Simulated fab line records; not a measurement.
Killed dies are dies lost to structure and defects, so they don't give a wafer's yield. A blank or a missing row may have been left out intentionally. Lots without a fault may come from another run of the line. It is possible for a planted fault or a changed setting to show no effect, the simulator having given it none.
Which tool is to blame? | flow gf180mcu | 42 wafers from 14 lots sampled at 2 of the route's 602 steps

## WHAT EACH GAUGE READ, for each wafer
GF_HV_LDD_THK_MEAS_55. Usual: HV_LDD_CVD_54_THK gives 10.02 nm (standard deviation 0.17).
lot  | measured     | on            | HV_LDD_CVD_54_THK (nm) | flag
L262 | day 13 02:34 | film metro-02 | 9.82 9.89 9.78         |
L261 | day 13 07:14 | film metro-04 | 10.08 10.02 10.05      |
L263 | day 13 13:55 | film metro-03 | 9.81 9.75 9.76         |
L264 | day 13 22:47 | film metro-02 | 9.54 9.53 9.63         |
L265 | day 14 03:24 | film metro-03 | 9.85 9.95 10.05        |
L266 | day 14 19:01 | film metro-04 | 10.01 10.02 10.07      |
L267 | day 14 21:32 | film metro-04 | 9.98 9.96 9.75         |
L269 | day 15 11:38 | film metro-03 | 10.04 10.08 9.98       |
L270 | day 16 01:48 | film metro-03 | 10.10 10.05 10.09      |
L271 | day 16 11:56 | film metro-02 | 10.01 9.91 9.90        |
L272 | day 16 14:28 | film metro-04 | 10.04 9.92 9.99        |
L273 | day 16 23:17 | film metro-02 | 10.16 10.13 10.29      |
L277 | day 18 03:52 | film metro-02 | 10.13 10.24 10.13      |
L278 | day 18 13:01 | film metro-02 | 10.09 10.04 10.03      |

GF_HV_LDD_THK_MEAS_57. Usual: HV_LDD_CVD_56_THK gives 90.1 nm (standard deviation 0.99).
lot  | measured     | on            | HV_LDD_CVD_56_THK (nm) | flag
L262 | day 13 04:04 | film metro-04 | 89.8 90.4 89.4         |
L261 | day 13 08:43 | film metro-03 | 89.8 88.2 88.6         |
L263 | day 13 15:25 | film metro-04 | 89.1 89.4 88.8         |
L264 | day 14 00:17 | film metro-02 | 90.5 90.1 89.3         |
L265 | day 14 04:53 | film metro-04 | 89.1 89.0 89.4         |
L266 | day 14 20:30 | film metro-02 | 89.6 89.4 90.2         |
L267 | day 14 23:01 | film metro-02 | 89.2 88.9 88.1         |
L269 | day 15 13:07 | film metro-03 | 89.0 89.5 89.1         |
L270 | day 16 03:17 | film metro-04 | 89.8 89.7 89.5         |
L271 | day 16 13:25 | film metro-03 | 91.1 91.8 91.8         |
L272 | day 16 15:57 | film metro-02 | 90.6 90.5 90.9         |
L273 | day 17 00:46 | film metro-04 | 91.1 92.3 91.1         |
L277 | day 18 05:22 | film metro-02 | 91.6 92.4 91.7         |
L278 | day 18 14:30 | film metro-04 | 90.2 90.4 90.1         |

## EACH LOT AND THE TOOL THAT RAN IT (in order: tool; ch and the chambers of the sampled wafers; start)
No process step before these readings appears in the record.

## WHAT THE TOOLS THEMSELVES READ (means of the sampled wafers that have a number; where no wafer has one, the mark that the record gives instead)
The record holds no such reading with a usual standard deviation.

## THE ANSWER, worked out from the rows above alone
Rule: a lot is off if the mean of its wafers that have a number lies more than 3 standard deviations from the usual mean. Also off: a lot with no number at a reading for which 4 or more lots have one. Where the step has rows for the other lots, those lots are counted as sound. First the gauges in route order, then the tools' own readings, where a lot's mean is used as printed above. At the first step where some lot is off, the reading lying furthest off is the one used; lots without a number count as furthest.
No lot is off on any of the readings shown, so nothing can be concluded from this.

## WHAT THE SIMULATOR PUT IN
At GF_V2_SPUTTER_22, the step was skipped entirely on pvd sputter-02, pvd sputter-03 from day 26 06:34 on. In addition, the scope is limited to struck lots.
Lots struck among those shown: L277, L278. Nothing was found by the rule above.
